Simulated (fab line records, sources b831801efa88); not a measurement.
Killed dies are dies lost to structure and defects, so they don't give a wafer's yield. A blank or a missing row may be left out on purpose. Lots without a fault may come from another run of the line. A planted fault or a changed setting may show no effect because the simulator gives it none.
fab line records | flow sky130
record lots=24 wafers=72 last_day=50
route steps=708 shown VIA2@531 METAL3@564 VIA3@575 METAL4@598
lots that met no fault: from a run of the same line without faults
start_h: hours from the record's first day to the start of the lot's first wafer shown | wait_h: hours since the lot's step before | " the same as in the row above | L1.1+2: a row that stands for several wafers | - no value, or no start given | * or withheld: withheld | < > ~ a bound
route shown NAME@n: a module of which the file shows steps, and the number in the route of the first | usual: mean/standard deviation of fault-free wafers | same: alike in all rows | chamber/n: place in a boat | sites: the reading at each site | _std_site: their standard deviation | _edge_site: outer sites' mean less inner sites' | radius_mm: how far each site lies from the wafer's centre | mask NAME#n: copy n | behind: the tool/chamber that last shaped the wafer | hold: why the lot was held/for how many hours/how that ended | device: the transistor (n, p or np) that didn't switch | end of line: the same wafers' tests at the end of the route | a step without rows: its recipe alone | killed: dies lost to structure and defects at the first sort, not the wafer's yield | map: a wafer's dies, x killed, . not, _ none there
set.NAME: the setting as run; set.NAME@STEP: as run at that earlier step | model.NAME: the simulator's own value behind a step, which no gauge read
steps of the route over a sample of lots; a table a step, a row a wafer
services: from which hour (start_h, from the record's first day; less than 0 if before it) a tool's chamber was out of use, for how many hours, and why
## steps
# step SKY_VIA2_CMP_24
# recipe stop_on=SiO2 t_overpolish_s=20 down_force_psi=3.5 platen_rpm=60 target_thk_nm=0 pad_velocity_m_s=0.94248
# usual motor_current_A=11.6/1.4 overpolish_run_s=20.001/0.0091 retaining_ring_pressure_frac=0.999/0.0053 time_to_endpoint_s=103/4.5
# columns lot.wafer tool chamber start_h wait_h motor_current_A overpolish_run_s retaining_ring_pressure_frac time_to_endpoint_s
L074.1 cmp-02 2 846.19 0.1 9.9 20.012 1.002 107
L074.3 " 0 " " 13.8 19.990 1.000 106
L074.4 " 1 " " 11.9 20.001 0.991 104
L075.4 cmp-01 3 847.70 0.0 10.1 19.994 0.998 102
L075.5 " 3 " " 10.4 20.009 1.004 99
L075.6 " 0 " " 13.5 20.002 0.991 97
L076.3 cmp-01 3 867.64 0.0 10.5 19.997 1.006 111
L076.6 " 3 " " 10.0 20.002 1.002 113
L076.5 " 0 " " 14.0 20.008 0.997 101
L077.1 cmp-02 0 869.88 0.1 14.0 20.000 0.998 102
L077.5 " 2 " " 9.9 20.009 0.999 106
L077.6 " 3 " " 10.1 19.982 0.992 100
L078.2 cmp-02 2 890.61 0.0 9.5 20.015 0.999 105
L078.3 " 1 " " 11.2 19.995 0.999 100
L078.5 " 2 " " 10.0 19.996 1.004 99
L079.1 cmp-02 0 893.22 0.1 13.5 20.004 0.991 102
L079.2 " 2 " " 9.6 20.010 1.009 100
L079.6 " 1 " " 11.3 20.001 0.999 101
L080.3 cmp-02 2 896.91 0.0 9.8 20.004 1.003 105
L080.4 " 3 " " 10.5 19.992 0.991 95
L080.1 " 0 " " 14.0 19.990 1.004 105
L081.1 cmp-01 3 902.62 0.1 10.4 20.001 0.998 105
L081.3 " 1 " " 10.9 20.013 0.998 110
L081.4 " 2 " " 11.3 19.992 1.013 106
L082.3 cmp-01 2 914.06 0.1 11.6 20.033 0.996 100
L082.5 " 0 " " 13.4 20.003 1.002 97
L082.6 " 1 " " 10.7 19.999 0.999 103
L083.3 cmp-01 3 926.79 0.0 10.1 19.990 1.000 101
L083.2 " 0 " " 14.2 20.005 0.995 96
L083.4 " 2 " " 11.4 20.019 1.000 103
L085.2 cmp-01 3 934.25 0.5 11.2 20.018 0.988 109
L085.3 " 0 " " 13.5 20.019 1.000 104
L085.4 " 1 " " 11.0 20.001 0.994 110
L084.4 cmp-01 2 934.55 0.5 11.3 20.004 1.003 111
L084.2 " 3 " " 10.1 20.002 1.000 111
L084.5 " 1 " " 10.6 20.004 1.005 111
L086.4 cmp-01 1 935.62 0.1 10.8 19.994 0.998 107
L086.2 " 0 " " 14.1 20.001 1.007 100
L086.5 " 1 " " 10.4 20.005 1.000 110
L087.3 cmp-01 0 951.59 0.0 13.5 19.985 1.004 98
L087.1 " 3 " " 9.7 20.002 0.986 111
L087.5 " 0 " " 13.9 20.007 0.995 101
L088.4 cmp-02 1 957.97 0.1 10.9 20.004 0.998 101
L088.3 " 2 " " 9.9 20.008 0.996 102
L088.5 " 1 " " 11.5 20.014 0.989 101
L089.1 cmp-01 2 964.06 0.1 11.3 20.002 1.003 106
L089.2 " 3 " " 10.2 19.992 1.004 107
L089.4 " 1 " " 11.1 19.983 1.007 109
L090.3 cmp-01 3 970.75 0.1 10.4 20.004 0.999 100
L090.2 " 0 " " 13.9 20.006 0.999 98
L090.6 " 2 " " 11.0 19.997 1.000 102
L091.1 cmp-01 2 977.28 0.1 10.9 19.996 1.008 103
L091.4 " 0 " " 14.2 20.003 0.996 96
L091.5 " 2 " " 11.6 19.990 1.014 99
L092.3 cmp-02 1 982.30 0.1 11.4 19.993 1.004 97
L092.4 " 2 " " 9.4 19.997 0.998 99
L092.5 " 0 " " 13.8 20.006 0.994 101
L093.2 cmp-01 3 984.77 0.0 10.5 20.002 1.006 111
L093.1 " 1 " " 11.6 20.017 1.002 108
L093.5 " 3 " " 10.2 19.995 1.001 108
L094.1 cmp-01 3 988.64 0.1 10.8 19.994 0.995 109
L094.6 " 1 " " 10.8 19.993 0.999 112
L094.5 " 2 " " 11.3 19.990 1.006 105
L095.3 cmp-02 1 991.94 0.0 11.8 20.006 0.994 103
L095.1 " 3 " " 11.1 20.001 0.998 97
L095.4 " 0 " " 13.1 19.996 0.998 101
L096.2 cmp-02 3 1004.77 0.0 10.9 19.980 0.996 96
L096.1 " 2 " " 9.9 19.985 1.002 101
L096.5 " 0 " " 13.7 20.007 0.996 98
L097.2 cmp-02 0 1018.36 0.1 14.0 20.002 0.999 102
L097.4 " 2 " " 9.8 19.992 1.002 104
L097.6 " 0 " " 13.8 20.012 1.009 96
# step SKY_METAL3_OVL_MEAS_14
# usual METAL3_OVL=-1/4.5
# columns lot.wafer tool chamber start_h wait_h METAL3_OVL[nm]
L074.1 overlay-02 - 900.16 0.1 2
L074.3 " - " " 3
L074.4 " - " " -3
L075.4 overlay-02 - 900.89 0.1 4
L075.5 " - " " 5
L075.6 " - " " 0
L076.3 overlay-01 - 919.27 0.1 -3
L076.5 " - " " -1
L076.6 " - " " -3
L077.1 overlay-01 - 922.03 0.1 -5
L077.5 " - " " -7
L077.6 " - " " -5
L078.2 overlay-02 - 941.64 0.1 6
L078.3 " - " " 0
L078.5 " - " " -5
L079.1 overlay-01 - 943.42 0.1 1
L079.2 " - " " 1
L079.6 " - " " -8
L080.1 overlay-02 - 947.18 0.1 2
L080.3 " - " " 1
L080.4 " - " " -2
L081.1 overlay-02 - 952.82 0.1 10
L081.3 " - " " 4
L081.4 " - " " 10
L082.3 overlay-01 - 963.05 0.1 -4
L082.5 " - " " -6
L082.6 " - " " -10
L083.2 overlay-02 - 976.49 0.1 6
L083.3 " - " " -6
L083.4 " - " " 4
L085.2 overlay-01 - 983.96 0.1 0
L085.3 " - " " -1
L085.4 " - " " -9
L084.2 overlay-02 - 984.79 0.1 5
L084.4 " - " " -4
L084.5 " - " " 1
L086.2 overlay-02 - 985.21 0.1 -10
L086.4 " - " " -1
L086.5 " - " " 1
L087.1 overlay-01 - 1000.11 0.1 9
L087.3 " - " " 5
L087.5 " - " " 10
L088.3 overlay-02 - 1006.08 0.1 -3
L088.4 " - " " -3
L088.5 " - " " 2
L089.1 overlay-02 - 1011.88 0.1 4
L089.2 " - " " 2
L089.4 " - " " -1
L090.2 overlay-01 - 1018.01 0.1 -5
L090.3 " - " " 4
L090.6 " - " " 3
L091.1 overlay-02 - 1024.83 0.1 0
L091.4 " - " " -3
L091.5 " - " " -2
L092.3 overlay-02 - 1029.53 0.1 -7
L092.4 " - " " -7
L092.5 " - " " -4
L093.1 overlay-02 - 1032.08 0.1 -5
L093.2 " - " " 4
L093.5 " - " " -7
L094.1 overlay-01 - 1035.58 0.1 -9
L094.5 " - " " 1
L094.6 " - " " -6
L095.1 overlay-01 - 1038.42 0.1 0
L095.3 " - " " 0
L095.4 " - " " -7
L096.1 overlay-02 - 1051.07 0.1 3
L096.2 " - " " -3
L096.5 " - " " -3
L097.2 overlay-02 - 1063.19 0.1 0
L097.4 " - " " -4
L097.6 " - " " -7
# step SKY_VIA3_CMP_02
# recipe material=SiO2 down_force_psi=4 platen_rpm=60 pad_velocity_m_s=0.94248
# usual motor_current_A=12.6/1.7 retaining_ring_pressure_frac=1.000/0.0052
# columns lot.wafer tool chamber start_h wait_h motor_current_A retaining_ring_pressure_frac
L074.1 cmp-01 3 901.34 0.1 11.3 1.001
L074.4 " 1 " " 12.0 1.006
L074.3 " 2 " " 12.6 1.003
L075.4 cmp-01 1 902.14 0.1 11.7 0.993
L075.6 " 0 " " 14.7 1.001
L075.5 " 1 " " 11.9 0.985
L076.3 cmp-01 0 920.73 0.3 14.4 0.997
L076.6 " 3 " " 10.7 0.997
L076.5 " 0 " " 15.4 1.000
L077.1 cmp-01 0 923.35 0.1 14.8 0.997
L077.6 " 3 " " 11.4 0.995
L077.5 " 0 " " 15.6 1.000
L078.2 cmp-02 3 942.99 0.0 11.4 1.013
L078.3 " 2 " " 10.4 1.008
L078.5 " 0 " " 15.9 1.014
L079.2 cmp-02 1 944.60 0.0 12.9 0.991
L079.1 " 2 " " 10.6 1.000
L079.6 " 1 " " 12.8 0.994
L080.4 cmp-02 2 948.60 0.1 10.9 1.002
L080.1 " 3 " " 11.7 0.989
L080.3 " 0 " " 14.7 1.000
L081.4 cmp-01 0 954.04 0.0 15.2 1.007
L081.3 " 1 " " 11.8 1.002
L081.1 " 3 " " 11.3 1.005
L082.3 cmp-02 1 964.22 0.0 12.0 1.003
L082.6 " 1 " " 13.0 1.010
L082.5 " 2 " " 10.8 1.004
L083.3 cmp-02 3 977.88 0.0 12.4 0.999
L083.2 " 1 " " 12.3 1.002
L083.4 " 2 " " 10.7 0.996
L085.2 cmp-02 3 985.23 0.0 11.8 1.003
L085.4 " 1 " " 12.7 1.000
L085.3 " 2 " " 10.7 1.005
L084.2 cmp-01 0 986.12 0.1 14.9 1.000
L084.4 " 1 " " 12.4 0.998
L084.5 " 3 " " 11.6 0.996
L086.2 cmp-02 2 986.52 0.1 11.2 1.007
L086.4 " 3 " " 11.4 0.995
L086.5 " 2 " " 10.8 1.002
L087.3 cmp-02 2 1001.29 0.0 10.0 0.995
L087.1 " 1 " " 12.2 1.007
L087.5 " 3 " " 12.1 1.009
L088.4 cmp-02 3 1007.34 0.1 12.1 1.003
L088.3 " 1 " " 13.5 1.000
L088.5 " 3 " " 11.9 0.997
L089.1 cmp-02 3 1013.13 0.1 11.2 1.002
L089.4 " 0 " " 15.0 1.008
L089.2 " 2 " " 10.4 0.995
L090.2 cmp-01 2 1019.32 0.1 12.6 0.999
L090.3 " 3 " " 11.2 1.009
L090.6 " 2 " " 11.8 0.995
L091.1 cmp-02 0 1026.13 0.1 14.8 0.996
L091.4 " 2 " " 11.4 1.006
L091.5 " 0 " " 15.1 0.994
L092.4 cmp-02 2 1030.70 0.0 10.1 1.002
L092.3 " 1 " " 13.2 0.999
L092.5 " 2 " " 10.5 1.000
L093.2 cmp-01 0 1033.32 0.1 15.6 1.009
L093.1 " 2 " " 12.7 0.999
L093.5 " 3 " " 11.5 1.001
L094.1 cmp-02 0 1036.87 0.1 15.5 1.005
L094.6 " 2 " " 10.1 0.995
L094.5 " 3 " " 12.4 1.005
L095.4 cmp-01 0 1039.65 0.1 14.9 1.004
L095.1 " 1 " " 12.1 1.000
L095.3 " 2 " " 12.3 1.000
L096.1 cmp-01 3 1052.56 0.1 10.9 1.001
L096.2 " 0 " " 15.4 0.995
L096.5 " 1 " " 12.4 1.006
L097.4 cmp-01 0 1064.39 0.0 15.8 1.001
L097.2 " 1 " " 12.1 1.000
L097.6 " 1 " " 12.3 0.995
# step SKY_VIA3_ETCH_14
# recipe chemistry=N2/H2 target=BARC ion_energy_ev=200 source_w=500 bias_w=100 pressure_mtorr=30 n2_flow_sccm=100 h2_flow_sccm=200 stop_on=SiO2 time_s=45.9 target_depth_a=600
# usual drypump_motor_current_A=5.9/0.44 oes_product_au=0.855/0.0049 throttle_valve_pct=13.224/0.0098
# columns lot.wafer tool chamber start_h wait_h drypump_motor_current_A oes_product_au rf_hours_counter_h throttle_valve_pct
L074.1 rie_diel-03 3 926.06 0.0 5.8 0.851 24 13.227
L074.3 " 2 " " 6.2 0.861 10 13.217
L074.4 " 1 " " 6.5 0.855 - 13.216
L075.4 rie_diel-04 0 927.19 0.0 6.7 0.856 20 13.211
L075.5 " 3 " " 5.6 0.849 - 13.209
L075.6 " 0 " " 6.7 0.858 - 13.215
L076.3 rie_diel-04 0 945.34 0.0 6.7 0.855 21 13.213
L076.5 " 2 " " 5.7 0.854 - 13.217
L076.6 " 3 " " 5.6 0.854 - 13.212
L077.1 rie_diel-03 3 948.17 0.0 5.8 0.856 25 13.223
L077.5 " 3 " " 5.9 0.840 - 13.207
L077.6 " 2 " " 6.2 0.850 - 13.247
L078.2 rie_diel-03 0 967.62 0.0 5.1 0.845 18 13.230
L078.3 " 1 " " 6.4 0.856 10 13.215
L078.5 " 2 " " 6.2 0.857 - 13.210
L079.1 rie_diel-04 1 969.09 0.0 5.6 0.852 2 13.216
L079.2 " 3 " " 5.5 0.857 6 13.214
L079.6 " 3 " " 5.5 0.852 - 13.220
L080.1 rie_diel-04 3 973.29 0.0 5.6 0.861 6 13.219
L080.3 " 1 " " 5.6 0.854 3 13.221
L080.4 " 2 " " 5.7 0.857 16 13.239
L081.1 rie_diel-03 2 978.06 0.0 6.2 0.861 11 13.237
L081.3 " 3 " " 5.8 0.843 26 13.222
L081.4 " 1 " " 6.5 0.854 10 13.214
L082.3 rie_diel-02 0 988.17 0.0 5.3 0.858 9 13.221
L082.5 " 0 " " 5.3 0.852 - 13.224
L082.6 " 1 " " 6.2 0.857 - 13.233
L083.2 rie_diel-02 0 1001.52 0.0 5.3 0.862 10 13.227
L083.3 " 1 " " 6.2 0.849 23 13.205
L083.4 " 3 " " 5.8 0.862 23 13.237
L085.2 rie_diel-02 0 1008.21 0.0 5.3 0.860 10 13.221
L085.3 " 1 " " 6.2 0.856 23 13.240
L085.4 " 3 " " 5.8 0.857 24 13.216
L084.2 rie_diel-03 2 1009.44 0.0 6.2 0.852 12 13.227
L084.4 " 3 " " 5.8 0.857 - 13.222
L084.5 " 1 " " 6.4 0.856 - 13.232
L086.2 rie_diel-02 2 1009.52 0.0 5.8 0.853 18 13.217
L086.4 " 0 " " 5.3 0.856 10 13.211
L086.5 " 1 " " 6.2 0.852 - 13.227
L087.1 rie_diel-04 0 1024.34 0.0 6.7 0.848 23 13.198
L087.3 " 2 " " 5.7 0.847 18 13.199
L087.5 " 2 " " 5.7 0.859 - 13.226
L088.3 rie_diel-03 3 1030.64 0.0 5.8 0.863 28 13.221
L088.4 " 0 " " 5.0 0.859 20 13.240
L088.5 " 3 " " 5.8 0.862 - 13.228
L089.1 rie_diel-04 1 1036.32 0.0 5.6 0.851 5 13.232
L089.2 " 3 " " 5.6 0.855 8 13.234
L089.4 " 0 " " 6.7 0.861 24 13.226
L090.2 rie_diel-02 2 1042.37 0.0 5.8 0.859 19 13.209
L090.3 " 3 " " 5.8 0.855 25 13.223
L090.6 " 1 " " 6.2 0.865 - 13.223
L091.1 rie_diel-03 0 1048.54 0.0 5.1 0.864 20 13.205
L091.4 " 3 " " 5.8 0.855 28 13.245
L091.5 " 1 " " 6.5 0.857 - 13.229
L092.3 rie_diel-02 3 1053.44 0.0 5.8 0.849 25 13.233
L092.4 " 1 " " 6.2 0.851 24 13.232
L092.5 " 2 " " 5.8 0.853 - 13.205
L093.1 rie_diel-04 0 1056.31 0.0 6.7 0.857 24 13.219
L093.2 " 2 " " 5.7 0.858 19 13.221
L093.5 " 0 " " 6.7 0.853 - 13.216
L094.1 rie_diel-03 2 1059.02 0.0 6.2 0.854 14 13.210
L094.5 " 2 " " 6.3 0.859 - 13.205
L094.6 " 1 " " 6.5 0.855 - 13.240
L095.1 rie_diel-04 1 1061.92 0.0 5.6 0.860 6 13.228
L095.3 " 0 " " 6.7 0.852 24 13.224
L095.4 " 2 " " 5.7 0.854 19 13.221
L096.1 rie_diel-04 3 1073.71 0.0 5.6 0.863 9 13.230
L096.2 " 1 " " 5.6 0.860 6 13.215
L096.5 " 2 " " 5.7 0.853 - 13.230
L097.2 rie_diel-02 3 1085.66 0.0 5.8 0.852 27 13.238
L097.4 " 1 " " 6.2 0.855 26 13.238
L097.6 " 2 " " 5.8 0.856 - 13.216
# step SKY_METAL4_SPUTTER_00
# recipe material=Ti target_thk_nm=15 power_w=3000 time_s=10 chamber_pressure_pa=0.4
# usual throttle_valve_pct=30.3/1.2
# columns lot.wafer tool chamber start_h wait_h throttle_valve_pct
L074.1 pvd_sputter-03 - 927.45 0.2 29.6
L074.3 " - " " 31.3
L074.4 " - " " 29.4
L075.4 pvd_sputter-01 - 928.61 0.1 30.1
L075.5 " - " " 30.4
L075.6 " - " " 32.8
L076.3 pvd_sputter-04 - 946.69 0.2 29.4
L076.5 " - " " 29.6
L076.6 " - " " 30.4
L077.1 pvd_sputter-03 - 949.53 0.2 31.6
L077.5 " - " " 29.6
L077.6 " - " " 29.8
L078.2 pvd_sputter-03 - 968.98 0.2 31.3
L078.3 " - " " 29.7
L078.5 " - " " 31.6
L079.1 pvd_sputter-01 - 970.45 0.2 31.5
L079.2 " - " " 28.7
L079.6 " - " " 32.7
L080.1 pvd_sputter-01 - 974.65 0.2 30.3
L080.3 " - " " 28.7
L080.4 " - " " 31.3
L081.1 pvd_sputter-01 - 979.56 0.2 28.8
L081.3 " - " " 30.2
L081.4 " - " " 31.2
L082.3 pvd_sputter-01 - 989.61 0.1 28.8
L082.5 " - " " 32.6
L082.6 " - " " 29.8
L083.2 pvd_sputter-03 - 1003.29 0.2 31.6
L083.3 " - " " 29.5
L083.4 " - " " 31.2
L085.2 pvd_sputter-04 - 1009.57 0.2 29.6
L085.3 " - " " 29.0
L085.4 " - " " 29.2
L084.2 pvd_sputter-03 - 1010.80 0.1 31.4
L084.4 " - " " 31.4
L084.5 " - " " 31.4
L086.2 pvd_sputter-04 - 1011.09 0.1 29.8
L086.4 " - " " 29.4
L086.5 " - " " 28.9
L087.1 pvd_sputter-03 - 1025.70 0.2 31.0
L087.3 " - " " 29.4
L087.5 " - " " 29.4
L088.3 pvd_sputter-04 - 1032.00 0.1 29.4
L088.4 " - " " 29.1
L088.5 " - " " 28.8
L089.1 pvd_sputter-03 - 1037.74 0.2 31.3
L089.2 " - " " 29.5
L089.4 " - " " 29.2
L090.2 pvd_sputter-03 - 1043.89 0.1 31.4
L090.3 " - " " 29.7
L090.6 " - " " 29.8
L091.1 pvd_sputter-03 - 1049.95 0.2 29.5
L091.4 " - " " 29.4
L091.5 " - " " 31.6
L092.3 pvd_sputter-04 - 1054.83 0.1 28.9
L092.4 " - " " 29.7
L092.5 " - " " 28.6
L093.1 pvd_sputter-04 - 1057.71 0.1 29.1
L093.2 " - " " 29.6
L093.5 " - " " 29.5
L094.1 pvd_sputter-03 - 1060.54 0.1 29.7
L094.5 " - " " 31.1
L094.6 " - " " 29.5
L095.1 pvd_sputter-04 - 1063.54 0.1 29.7
L095.3 " - " " 29.5
L095.4 " - " " 28.9
L096.1 pvd_sputter-01 - 1075.10 0.2 29.8
L096.2 " - " " 28.6
L096.5 " - " " 32.7
L097.2 pvd_sputter-01 - 1087.01 0.1 28.6
L097.4 " - " " 30.0
L097.6 " - " " 32.5
# step SKY_METAL4_SPUTTER_03
# recipe material=Ti target_thk_nm=5 power_w=3000 time_s=3.3 chamber_pressure_pa=0.4
# usual throttle_valve_pct=30.3/1.2
# columns lot.wafer tool chamber start_h wait_h throttle_valve_pct
L074.1 pvd_sputter-03 - 927.54 0.0 29.6
L074.3 " - " " 31.4
L074.4 " - " " 29.7
L075.4 pvd_sputter-01 - 928.70 0.0 30.3
L075.5 " - " " 30.2
L075.6 " - " " 32.4
L076.3 pvd_sputter-04 - 946.78 0.0 29.7
L076.5 " - " " 29.7
L076.6 " - " " 30.2
L077.1 pvd_sputter-03 - 949.62 0.0 31.3
L077.5 " - " " 29.8
L077.6 " - " " 30.0
L078.2 pvd_sputter-03 - 969.07 0.0 31.3
L078.3 " - " " 29.4
L078.5 " - " " 31.6
L079.1 pvd_sputter-01 - 970.54 0.0 31.6
L079.2 " - " " 28.7
L079.6 " - " " 32.6
L080.1 pvd_sputter-01 - 974.74 0.0 30.4
L080.3 " - " " 28.7
L080.4 " - " " 31.2
L081.1 pvd_sputter-01 - 979.65 0.0 28.5
L081.3 " - " " 30.2
L081.4 " - " " 31.4
L082.3 pvd_sputter-01 - 989.70 0.0 28.8
L082.5 " - " " 32.6
L082.6 " - " " 30.1
L083.2 pvd_sputter-03 - 1003.37 0.0 31.4
L083.3 " - " " 29.5
L083.4 " - " " 31.1
L085.2 pvd_sputter-04 - 1009.66 0.0 29.8
L085.3 " - " " 28.7
L085.4 " - " " 29.3
L084.2 pvd_sputter-03 - 1010.89 0.0 31.2
L084.4 " - " " 31.7
L084.5 " - " " 31.3
L086.2 pvd_sputter-04 - 1011.18 0.0 29.5
L086.4 " - " " 29.3
L086.5 " - " " 28.9
L087.1 pvd_sputter-03 - 1025.79 0.0 31.2
L087.3 " - " " 29.5
L087.5 " - " " 29.7
L088.3 pvd_sputter-04 - 1032.09 0.0 29.9
L088.4 " - " " 29.4
L088.5 " - " " 28.7
L089.1 pvd_sputter-03 - 1037.82 0.0 31.3
L089.2 " - " " 29.6
L089.4 " - " " 29.6
L090.2 pvd_sputter-03 - 1043.98 0.0 31.3
L090.3 " - " " 29.6
L090.6 " - " " 29.6
L091.1 pvd_sputter-03 - 1050.04 0.0 29.7
L091.4 " - " " 30.0
L091.5 " - " " 31.7
L092.3 pvd_sputter-04 - 1054.92 0.0 29.0
L092.4 " - " " 29.4
L092.5 " - " " 28.7
L093.1 pvd_sputter-04 - 1057.80 0.0 28.9
L093.2 " - " " 29.3
L093.5 " - " " 29.7
L094.1 pvd_sputter-03 - 1060.62 0.0 29.8
L094.5 " - " " 31.1
L094.6 " - " " 29.5
L095.1 pvd_sputter-04 - 1063.63 0.0 29.4
L095.3 " - " " 29.4
L095.4 " - " " 28.7
L096.1 pvd_sputter-01 - 1075.19 0.0 30.2
L096.2 " - " " 28.9
L096.5 " - " " 32.7
L097.2 pvd_sputter-01 - 1087.10 0.0 28.6
L097.4 " - " " 30.4
L097.6 " - " " 32.7
## services
# columns tool chamber start_h hours kind
rie_diel-04 1 845.07 3.5 repair
cmp-02 - 853.30 2.8 repair
cmp-01 - 889.77 0.7 repair
pvd_sputter-03 - 900.76 2.5 repair
cmp-02 - 913.61 4.0 pm
cmp-02 - 918.68 20.2 repair
cmp-02 - 928.05 4.3 repair
pvd_sputter-03 - 941.79 0.7 repair
cmp-02 - 952.83 0.2 repair
pvd_sputter-04 - 966.98 1.2 repair
rie_diel-04 - 967.47 0.3 repair
rie_diel-04 1 970.01 1.6 repair
cmp-02 - 975.12 0.9 repair
cmp-02 - 994.59 3.7 pm
rie_diel-04 - 1003.82 10.0 pm
cmp-02 - 1028.52 1.4 repair
rie_diel-04 - 1032.15 2.8 pm
cmp-01 - 1041.41 3.4 repair
cmp-01 - 1043.22 1.2 repair
pvd_sputter-01 - 1044.31 0.9 repair
cmp-01 - 1044.86 3.5 pm
cmp-01 - 1060.70 0.6 repair
cmp-01 - 1060.89 2.9 repair
pvd_sputter-03 - 1078.05 0.8 repair
## key
fault none
